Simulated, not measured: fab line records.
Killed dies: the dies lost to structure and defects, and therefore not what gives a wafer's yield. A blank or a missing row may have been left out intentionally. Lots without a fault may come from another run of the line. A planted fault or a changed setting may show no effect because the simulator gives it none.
fab line records + flow gf180mcu
[record]
- lots = 12
- wafers = 36
- lastDay = 34
route steps=602 shown HV_LDD@185 CONTACT@310 M1@320 V1@357
lots that met no fault: taken from a fault-free run of the same line
startH: the number of hours between the record's first day and the start of the first shown wafer of the lot + waitH: hours from the lot's prior step to this one + " the same as in the row above + L1.1+2: one row covering several wafers at once + - either no value or no given start + * or withheld: withheld + < > ~ a bound
route shown NAME@n: names a module that has steps shown in the file, with the first one's number in the route + usual: average and standard deviation across the fault-free wafers + same: alike in all rows + chamber/n: place in a boat + sites: each site's reading + _std_site: their standard deviation + _edge_site: inner sites' mean taken away from outer sites' mean + radiusMm: for every site, how far away it sits from the centre of the wafer + mask NAME#n: copy n + behind: the last tool/chamber to shape the wafer + hold: cause of the lot's hold/its duration in hours/its outcome + device: which transistor (n, p or np) failed to switch + end of line: the same wafers' tests at the end of the route + step lacking rows: just its recipe + killed: dies lost to structure and defects at the first sort, not the wafer's yield + map: shows each die of a wafer: x if killed, . if not, _ if none is there
set.NAME: the setting as run; set.NAME@STEP: as run at that earlier step + model.NAME: the simulator's own value behind a step, which no gauge read
route steps across a sampled set of lots; one table per step, one row per wafer
services: from which hour (startH, from the record's first day; less than 0 if before it) a tool's chamber was out of use, for how many hours, and why
[[steps]]
[step GF_HV_LDD_IMPLANT_09]
[recipe]
- species = As
- energyKev = 40
- doseCm2 = 1e+14
- tiltDeg = 7
[usual]
- beamEnergyKeV = 39.997/0.013
- doseIonsCm2 = 1.0001e+14/1.1e+11
- faradayCurrentUA = 564/11
- tiltDeg = 7.002/0.021
[same]
- implantIonAmu = 75
| lot.wafer | tool         | chamber | startH | waitH | beamEnergyKeV | doseIonsCm2 | faradayCurrentUA | tiltDeg |
|-----------|--------------|---------|--------|-------|---------------|-------------|------------------|---------|
| L524.1    | implanter-03 | 0       | 217.77 | 0.0   | 39.995        | 9.999e+13   | 555              | 7.001   |
| L524.3    | "            | 0       | "      | "     | 40.015        | 1.0006e+14  | 553              | 7.011   |
| L524.4    | "            | 0       | "      | "     | 40.009        | 9.994e+13   | 567              | 6.992   |
| L525.1    | implanter-03 | 0       | 222.18 | 0.0   | 40.001        | 1e+14       | 554              | 7.005   |
| L525.5    | "            | 0       | "      | "     | 39.998        | 1.0004e+14  | 571              | 7.014   |
| L525.6    | "            | 0       | "      | "     | 40.000        | 1.0002e+14  | 576              | 7.017   |
| L527.1    | implanter-03 | 0       | 241.23 | 0.0   | 40.019        | 9.994e+13   | 554              | 6.983   |
| L527.5    | "            | 0       | "      | "     | 40.012        | 1.0011e+14  | 553              | 6.997   |
| L527.6    | "            | 0       | "      | "     | 40.005        | 1.0011e+14  | 560              | 6.994   |
| L528.1    | implanter-03 | 0       | 249.02 | 0.0   | 39.996        | 9.999e+13   | 558              | 6.985   |
| L528.4    | "            | 0       | "      | "     | 39.993        | 9.996e+13   | 554              | 7.043   |
| L528.5    | "            | 0       | "      | "     | 39.995        | 9.988e+13   | 580              | 7.012   |
| L529.2    | implanter-03 | 0       | 265.09 | 0.1   | 39.996        | 1.0738e+14  | 614              | 7.045   |
| L529.4    | "            | 0       | "      | "     | 39.980        | 1.0702e+14  | 616              | 7.046   |
| L529.5    | "            | 0       | "      | "     | 39.990        | 1.0712e+14  | 600              | 7.052   |
| L532.4    | implanter-03 | 0       | 275.35 | 0.1   | 39.991        | 1.0722e+14  | 620              | 6.983   |
| L532.5    | "            | 0       | "      | "     | 40.021        | 1.0718e+14  | 589              | 6.976   |
| L532.6    | "            | 0       | "      | "     | 39.997        | 1.0716e+14  | 598              | 6.990   |
| L534.2    | implanter-04 | 0       | 292.45 | 0.0   | 39.988        | 9.981e+13   | 562              | 7.014   |
| L534.4    | "            | 0       | "      | "     | 39.976        | 1.0008e+14  | 558              | 6.996   |
| L534.6    | "            | 0       | "      | "     | 39.995        | 1.0006e+14  | 551              | 6.996   |
| L540.1    | implanter-03 | 0       | 334.27 | 0.0   | 39.999        | 9.995e+13   | 559              | 7.006   |
| L540.4    | "            | 0       | "      | "     | 40.006        | 9.997e+13   | 585              | 6.997   |
| L540.6    | "            | 0       | "      | "     | 40.011        | 9.994e+13   | 559              | 7.010   |
| L541.1    | implanter-03 | 0       | 336.87 | 0.0   | 39.987        | 1.0012e+14  | 543              | 7.030   |
| L541.2    | "            | 0       | "      | "     | 40.001        | 1.0006e+14  | 560              | 7.015   |
| L541.3    | "            | 0       | "      | "     | 40.007        | 1.0006e+14  | 540              | 7.026   |
| L543.2    | implanter-03 | 0       | 357.85 | 0.0   | 40.008        | 1.0005e+14  | 580              | 6.990   |
| L543.4    | "            | 0       | "      | "     | 40.001        | 1.0007e+14  | 565              | 6.996   |
| L543.5    | "            | 0       | "      | "     | 40.010        | 9.993e+13   | 552              | 6.998   |
| L545.1    | implanter-03 | 0       | 370.22 | 0.0   | 40.007        | 9.998e+13   | 545              | 6.984   |
| L545.4    | "            | 0       | "      | "     | 39.988        | 1.0006e+14  | 574              | 6.977   |
| L545.5    | "            | 0       | "      | "     | 39.991        | 9.986e+13   | 554              | 6.996   |
| L546.1    | implanter-03 | 0       | 376.53 | 0.0   | 40.004        | 9.991e+13   | 568              | 6.970   |
| L546.4    | "            | 0       | "      | "     | 39.985        | 9.997e+13   | 557              | 6.977   |
| L546.5    | "            | 0       | "      | "     | 40.008        | 9.995e+13   | 570              | 6.974   |
[step GF_HV_LDD_RS_MEAS_53]
[recipe]
- thkMeasGauge = four-point-probe
[usual]
- HV_LDD_RS = 418.7/0.79
| lot.wafer | tool         | chamber | startH | waitH | hold                    | HV_LDD_RS[ohm/sq] |
|-----------|--------------|---------|--------|-------|-------------------------|-------------------|
| L524.1    | filmMetro-01 | -       | 274.01 | 0.1   | -                       | 419.3             |
| L524.3    | "            | -       | "      | "     | -                       | 419.1             |
| L524.4    | "            | -       | "      | "     | -                       | 419.4             |
| L525.1    | filmMetro-03 | -       | 278.51 | 0.1   | -                       | 418.0             |
| L525.5    | "            | -       | "      | "     | -                       | 418.9             |
| L525.6    | "            | -       | "      | "     | -                       | 416.6             |
| L527.1    | filmMetro-01 | -       | 300.31 | 0.1   | -                       | 418.5             |
| L527.5    | "            | -       | "      | "     | -                       | 418.6             |
| L527.6    | "            | -       | "      | "     | -                       | 418.7             |
| L528.1    | filmMetro-01 | -       | 308.60 | 0.1   | -                       | 418.6             |
| L528.4    | "            | -       | "      | "     | -                       | 419.1             |
| L528.5    | "            | -       | "      | "     | -                       | 419.2             |
| L529.2    | filmMetro-01 | -       | 327.22 | 0.1   | awaitDispo/0.2h/release | 405.2             |
| L529.4    | "            | -       | "      | "     | awaitDispo/0.2h/release | 404.6             |
| L529.5    | "            | -       | "      | "     | awaitDispo/0.2h/release | 405.4             |
| L529.2    | filmMetro-01 | -       | 327.50 | 0.3   | -                       | 404.5             |
| L529.4    | "            | -       | "      | "     | -                       | 404.1             |
| L529.5    | "            | -       | "      | "     | -                       | 405.2             |
| L532.4    | filmMetro-01 | -       | 338.71 | 0.1   | awaitDispo/0.2h/release | 405.9             |
| L532.5    | "            | -       | "      | "     | awaitDispo/0.2h/release | 405.2             |
| L532.6    | "            | -       | "      | "     | awaitDispo/0.2h/release | 405.1             |
| L532.4    | filmMetro-01 | -       | 339.00 | 0.3   | -                       | 405.8             |
| L532.5    | "            | -       | "      | "     | -                       | 405.0             |
| L532.6    | "            | -       | "      | "     | -                       | 405.5             |
| L534.2    | filmMetro-04 | -       | 356.73 | 0.1   | -                       | 418.0             |
| L534.4    | "            | -       | "      | "     | -                       | 418.3             |
| L534.6    | "            | -       | "      | "     | -                       | 418.8             |
| L540.1    | filmMetro-03 | -       | 402.86 | 0.1   | -                       | 417.1             |
| L540.4    | "            | -       | "      | "     | -                       | 417.5             |
| L540.6    | "            | -       | "      | "     | -                       | 417.0             |
| L541.1    | filmMetro-01 | -       | 405.15 | 0.1   | -                       | 420.3             |
| L541.2    | "            | -       | "      | "     | -                       | 419.2             |
| L541.3    | "            | -       | "      | "     | -                       | 419.1             |
| L543.2    | filmMetro-03 | -       | 427.78 | 0.1   | -                       | 418.2             |
| L543.4    | "            | -       | "      | "     | -                       | 419.7             |
| L543.5    | "            | -       | "      | "     | -                       | 418.8             |
| L545.1    | filmMetro-03 | -       | 441.31 | 0.1   | -                       | 419.2             |
| L545.4    | "            | -       | "      | "     | -                       | 419.4             |
| L545.5    | "            | -       | "      | "     | -                       | 419.2             |
| L546.1    | filmMetro-03 | -       | 448.01 | 0.1   | -                       | 417.5             |
| L546.4    | "            | -       | "      | "     | -                       | 418.7             |
| L546.5    | "            | -       | "      | "     | -                       | 418.9             |
[step GF_HV_LDD_CVD_54]
[recipe]
- material = SiO2
- targetThkNm = 10
- precursor = TEOS
- tempC = 680
- timeS = 75
- pressureMtorr = 400
[usual]
- zonePowerLowerPct = 10.0/0.61
| lot.wafer | tool     | chamber | startH | waitH | hold                     | zonePowerLowerPct |
|-----------|----------|---------|--------|-------|--------------------------|-------------------|
| L524.1    | lpcvd-01 | 1       | 274.13 | 0.1   | -                        | 10.5              |
| L524.3    | "        | 1       | "      | "     | -                        | 10.4              |
| L524.4    | "        | 1       | "      | "     | -                        | 10.5              |
| L525.1    | lpcvd-01 | 1       | 278.63 | 0.1   | -                        | 10.5              |
| L525.5    | "        | 1       | "      | "     | -                        | 10.5              |
| L525.6    | "        | 1       | "      | "     | -                        | 10.5              |
| L527.1    | lpcvd-02 | 1       | 300.43 | 0.1   | -                        | 9.5               |
| L527.5    | "        | 1       | "      | "     | -                        | 9.4               |
| L527.6    | "        | 1       | "      | "     | -                        | 9.4               |
| L528.1    | lpcvd-01 | 1       | 308.72 | 0.1   | -                        | 10.3              |
| L528.4    | "        | 1       | "      | "     | -                        | 10.2              |
| L528.5    | "        | 1       | "      | "     | -                        | 10.3              |
| L529.2    | lpcvd-02 | 0       | 330.92 | 3.4   | awaitDispo/3.3h/release  | 9.3               |
| L529.4    | "        | 0       | "      | "     | awaitDispo/3.3h/release  | 9.4               |
| L529.5    | "        | 0       | "      | "     | awaitDispo/3.3h/release  | 9.2               |
| L532.4    | lpcvd-02 | 0       | 349.70 | 10.7  | awaitDispo/10.5h/release | 9.2               |
| L532.5    | "        | 0       | "      | "     | awaitDispo/10.5h/release | 9.4               |
| L532.6    | "        | 0       | "      | "     | awaitDispo/10.5h/release | 9.3               |
| L534.2    | lpcvd-02 | 0       | 357.32 | 0.6   | -                        | 9.2               |
| L534.4    | "        | 0       | "      | "     | -                        | 9.2               |
| L534.6    | "        | 0       | "      | "     | -                        | 9.3               |
| L540.1    | lpcvd-02 | 1       | 402.98 | 0.1   | -                        | 9.4               |
| L540.4    | "        | 1       | "      | "     | -                        | 9.5               |
| L540.6    | "        | 1       | "      | "     | -                        | 9.4               |
| L541.1    | lpcvd-01 | 1       | 405.27 | 0.1   | -                        | 10.4              |
| L541.2    | "        | 1       | "      | "     | -                        | 10.4              |
| L541.3    | "        | 1       | "      | "     | -                        | 10.4              |
| L543.2    | lpcvd-02 | 0       | 427.88 | 0.1   | -                        | 9.3               |
| L543.4    | "        | 0       | "      | "     | -                        | 9.3               |
| L543.5    | "        | 0       | "      | "     | -                        | 9.3               |
| L545.1    | lpcvd-02 | 1       | 441.43 | 0.1   | -                        | 9.5               |
| L545.4    | "        | 1       | "      | "     | -                        | 9.6               |
| L545.5    | "        | 1       | "      | "     | -                        | 9.5               |
| L546.1    | lpcvd-01 | 0       | 448.13 | 0.1   | -                        | 11.0              |
| L546.4    | "        | 0       | "      | "     | -                        | 10.9              |
| L546.5    | "        | 0       | "      | "     | -                        | 10.9              |
[step GF_CONTACT_SPUTTER_23]
[recipe]
- material = TiN
- targetThkNm = 10
- chamberPressurePa = 5
- powerW = 4000
- timeS = 40
[usual]
- throttleValvePct = 29.8/0.96
| lot.wafer | tool          | chamber | startH | waitH | throttleValvePct |
|-----------|---------------|---------|--------|-------|------------------|
| L524.1    | pvdSputter-01 | -       | 362.65 | 0.0   | 28.2             |
| L524.3    | "             | -       | "      | "     | 29.0             |
| L524.4    | "             | -       | "      | "     | 29.7             |
| L525.1    | pvdSputter-03 | -       | 366.50 | 0.0   | 30.7             |
| L525.5    | "             | -       | "      | "     | 29.5             |
| L525.6    | "             | -       | "      | "     | 30.7             |
| L527.1    | pvdSputter-03 | -       | 393.70 | 0.0   | 30.3             |
| L527.5    | "             | -       | "      | "     | 28.5             |
| L527.6    | "             | -       | "      | "     | 30.7             |
| L528.1    | pvdSputter-01 | -       | 403.61 | 0.0   | 28.0             |
| L528.4    | "             | -       | "      | "     | 29.5             |
| L528.5    | "             | -       | "      | "     | 29.7             |
| L529.2    | pvdSputter-03 | -       | 423.98 | 0.0   | 30.7             |
| L529.4    | "             | -       | "      | "     | 30.7             |
| L529.5    | "             | -       | "      | "     | 30.6             |
| L532.4    | pvdSputter-02 | -       | 436.15 | 0.0   | 30.3             |
| L532.5    | "             | -       | "      | "     | 30.1             |
| L532.6    | "             | -       | "      | "     | 30.3             |
| L534.2    | pvdSputter-02 | -       | 457.68 | 0.0   | 30.0             |
| L534.4    | "             | -       | "      | "     | 31.0             |
| L534.6    | "             | -       | "      | "     | 30.2             |
| L540.1    | pvdSputter-02 | -       | 504.11 | 0.0   | 30.0             |
| L540.4    | "             | -       | "      | "     | 30.0             |
| L540.6    | "             | -       | "      | "     | 30.3             |
| L541.1    | pvdSputter-03 | -       | 507.31 | 0.0   | 28.7             |
| L541.2    | "             | -       | "      | "     | 30.7             |
| L541.3    | "             | -       | "      | "     | 30.5             |
| L543.2    | pvdSputter-01 | -       | 529.19 | 0.0   | 29.4             |
| L543.4    | "             | -       | "      | "     | 29.5             |
| L543.5    | "             | -       | "      | "     | 29.6             |
| L545.1    | pvdSputter-02 | -       | 541.40 | 0.0   | 31.7             |
| L545.4    | "             | -       | "      | "     | 30.4             |
| L545.5    | "             | -       | "      | "     | 29.5             |
| L546.1    | pvdSputter-03 | -       | 549.23 | 0.0   | 29.8             |
| L546.4    | "             | -       | "      | "     | 30.6             |
| L546.5    | "             | -       | "      | "     | 29.6             |
[step GF_M1_RS_MEAS_05]
[recipe]
- thkMeasGauge = four-point-probe
- reads = TiN_of_M1_SPUTTER_04+Ti_of_M1_SPUTTER_03+AlCu_of_M1_SPUTTER_02+TiN_of_M1_SPUTTER_01+Ti_of_M1_SPUTTER_00
[usual]
- M1_ALCU_RS = 0.0697/0.00087
| lot.wafer | tool         | chamber | startH | waitH | M1_ALCU_RS[ohm/sq] |
|-----------|--------------|---------|--------|-------|--------------------|
| L524.1    | filmMetro-02 | -       | 363.49 | 0.0   | 0.0698             |
| L524.3    | "            | -       | "      | "     | 0.0707             |
| L524.4    | "            | -       | "      | "     | 0.0698             |
| L525.1    | filmMetro-04 | -       | 367.36 | 0.0   | 0.0709             |
| L525.5    | "            | -       | "      | "     | 0.0699             |
| L525.6    | "            | -       | "      | "     | 0.0694             |
| L527.1    | filmMetro-04 | -       | 394.54 | 0.0   | 0.0698             |
| L527.5    | "            | -       | "      | "     | 0.0688             |
| L527.6    | "            | -       | "      | "     | 0.0677             |
| L528.1    | filmMetro-02 | -       | 404.45 | 0.0   | 0.0710             |
| L528.4    | "            | -       | "      | "     | 0.0698             |
| L528.5    | "            | -       | "      | "     | 0.0705             |
| L529.2    | filmMetro-04 | -       | 424.84 | 0.0   | 0.0689             |
| L529.4    | "            | -       | "      | "     | 0.0692             |
| L529.5    | "            | -       | "      | "     | 0.0698             |
| L532.4    | filmMetro-04 | -       | 437.05 | 0.1   | 0.0695             |
| L532.5    | "            | -       | "      | "     | 0.0695             |
| L532.6    | "            | -       | "      | "     | 0.0699             |
| L534.2    | filmMetro-04 | -       | 458.54 | 0.0   | 0.0698             |
| L534.4    | "            | -       | "      | "     | 0.0690             |
| L534.6    | "            | -       | "      | "     | 0.0704             |
| L540.1    | filmMetro-01 | -       | 504.95 | 0.0   | 0.0685             |
| L540.4    | "            | -       | "      | "     | 0.0698             |
| L540.6    | "            | -       | "      | "     | 0.0680             |
| L541.1    | filmMetro-04 | -       | 508.15 | 0.0   | 0.0696             |
| L541.2    | "            | -       | "      | "     | 0.0705             |
| L541.3    | "            | -       | "      | "     | 0.0701             |
| L543.2    | filmMetro-02 | -       | 530.05 | 0.0   | 0.0683             |
| L543.4    | "            | -       | "      | "     | 0.0678             |
| L543.5    | "            | -       | "      | "     | 0.0686             |
| L545.1    | filmMetro-02 | -       | 542.24 | 0.0   | 0.0692             |
| L545.4    | "            | -       | "      | "     | 0.0692             |
| L545.5    | "            | -       | "      | "     | 0.0687             |
| L546.1    | filmMetro-02 | -       | 550.17 | 0.0   | 0.0682             |
| L546.4    | "            | -       | "      | "     | 0.0684             |
| L546.5    | "            | -       | "      | "     | 0.0702             |
[step GF_V1_SPUTTER_22]
[recipe]
- material = TiN
- targetThkNm = 10
- chamberPressurePa = 5
- powerW = 4000
- timeS = 40
[usual]
- throttleValvePct = 30.2/1.1
| lot.wafer | tool          | chamber | startH | waitH | throttleValvePct |
|-----------|---------------|---------|--------|-------|------------------|
| L524.1    | pvdSputter-03 | -       | 411.98 | 0.0   | 29.6             |
| L524.3    | "             | -       | "      | "     | 28.8             |
| L524.4    | "             | -       | "      | "     | 30.5             |
| L525.1    | pvdSputter-04 | -       | 414.85 | 0.0   | 29.2             |
| L525.5    | "             | -       | "      | "     | 29.6             |
| L525.6    | "             | -       | "      | "     | 32.3             |
| L527.1    | pvdSputter-03 | -       | 445.23 | 0.0   | 30.5             |
| L527.5    | "             | -       | "      | "     | 28.5             |
| L527.6    | "             | -       | "      | "     | 29.7             |
| L528.1    | pvdSputter-03 | -       | 454.88 | 0.0   | 30.6             |
| L528.4    | "             | -       | "      | "     | 30.7             |
| L528.5    | "             | -       | "      | "     | 30.6             |
| L529.2    | pvdSputter-04 | -       | 476.01 | 0.0   | 32.4             |
| L529.4    | "             | -       | "      | "     | 28.9             |
| L529.5    | "             | -       | "      | "     | 29.3             |
| L532.4    | pvdSputter-03 | -       | 487.62 | 0.0   | 30.8             |
| L532.5    | "             | -       | "      | "     | 30.4             |
| L532.6    | "             | -       | "      | "     | 30.5             |
| L534.2    | pvdSputter-03 | -       | 508.91 | 0.0   | 30.7             |
| L534.4    | "             | -       | "      | "     | 29.6             |
| L534.6    | "             | -       | "      | "     | 30.8             |
| L540.1    | pvdSputter-02 | -       | 552.44 | 0.0   | 30.4             |
| L540.4    | "             | -       | "      | "     | 31.6             |
| L540.6    | "             | -       | "      | "     | 30.0             |
| L541.1    | pvdSputter-04 | -       | 556.05 | 0.0   | 28.9             |
| L541.2    | "             | -       | "      | "     | 29.7             |
| L541.3    | "             | -       | "      | "     | 32.5             |
| L543.2    | pvdSputter-02 | -       | 577.02 | 0.0   | 31.9             |
| L543.4    | "             | -       | "      | "     | 30.9             |
| L543.5    | "             | -       | "      | "     | 29.6             |
| L545.1    | pvdSputter-03 | -       | 587.77 | 0.0   | 29.5             |
| L545.4    | "             | -       | "      | "     | 29.8             |
| L545.5    | "             | -       | "      | "     | 30.5             |
| L546.1    | pvdSputter-02 | -       | 595.13 | 0.0   | 31.0             |
| L546.4    | "             | -       | "      | "     | 31.7             |
| L546.5    | "             | -       | "      | "     | 30.8             |
[[services]]
| tool          | chamber | startH | hours | kind   |
|---------------|---------|--------|-------|--------|
| implanter-04  | -       | 200.04 | 3.6   | repair |
| implanter-04  | -       | 222.35 | 1.9   | repair |
| implanter-04  | -       | 239.35 | 15.8  | repair |
| pvdSputter-03 | -       | 251.74 | 4.3   | repair |
| pvdSputter-02 | -       | 254.75 | 3.4   | repair |
| pvdSputter-01 | -       | 265.94 | 0.6   | repair |
| implanter-04  | -       | 272.09 | 1.8   | repair |
| pvdSputter-04 | -       | 295.35 | 0.5   | repair |
| implanter-04  | -       | 313.50 | 4.0   | repair |
| lpcvd-02      | -       | 360.55 | 6.0   | pm     |
| pvdSputter-01 | -       | 404.55 | 2.6   | repair |
| implanter-03  | -       | 458.08 | 2.0   | repair |
| pvdSputter-02 | -       | 466.08 | 6.5   | repair |
| lpcvd-01      | -       | 472.77 | 0.4   | repair |
| lpcvd-01      | -       | 500.23 | 4.3   | pm     |
| pvdSputter-04 | -       | 508.53 | 3.4   | repair |
| implanter-03  | -       | 516.21 | 5.7   | repair |
| pvdSputter-03 | -       | 522.53 | 13.6  | repair |
| implanter-03  | -       | 548.40 | 3.6   | repair |
| pvdSputter-04 | -       | 569.29 | 9.8   | repair |
| pvdSputter-04 | -       | 575.54 | 103.3 | repair |
| pvdSputter-04 | -       | 580.15 | 2.5   | repair |
| pvdSputter-01 | -       | 581.00 | 3.0   | repair |
| implanter-03  | -       | 590.64 | 3.3   | repair |
[[key]]
[firstSign]
- step = GF_HV_LDD_IMPLANT_09
- reading = doseIonsCm2
- direction = up
- sigmas = 63
- usual = 1.0001e+14
- struck = 1.0718e+14
[effect]
- step = GF_HV_LDD_IMPLANT_09
- reading = faradayCurrentUA
- direction = up
- sigmas = 3.9
- usual = 564
- struck = 606
[effect]
- step = GF_HV_LDD_RS_MEAS_53
- reading = HV_LDD_RS
- direction = down
- sigmas = 17
- usual = 418.7
- struck = 405.2
metAt GF_HV_LDD_IMPLANT_09
struckLots L529,L532
testerLeftOut L529,L532
notActingAt GF_CONTACT_SPUTTER_23,GF_M1_RS_MEAS_05,GF_V1_SPUTTER_22
onsetBetween 249.02 265.09
[fault]
- kind = processParameterDrift
- tool = implanter-03
- chamber = -
- onsetH = 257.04
- steps = GF_HV_LDD_IMPLANT_09
- channel = doseCm2
- offset = 7.191e+12
- shape = step
- endH = 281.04
- actsIn = theseRecipesOnly
- stated = 1e+14
// testerLeftOut: of these lots the tester's yield and bins aren't shown, on N5 and GAA mostly nor the transistor test; their killed dies are dies lost to structure and defects alone, not to doping, threshold or leakage, so they don't give the yield
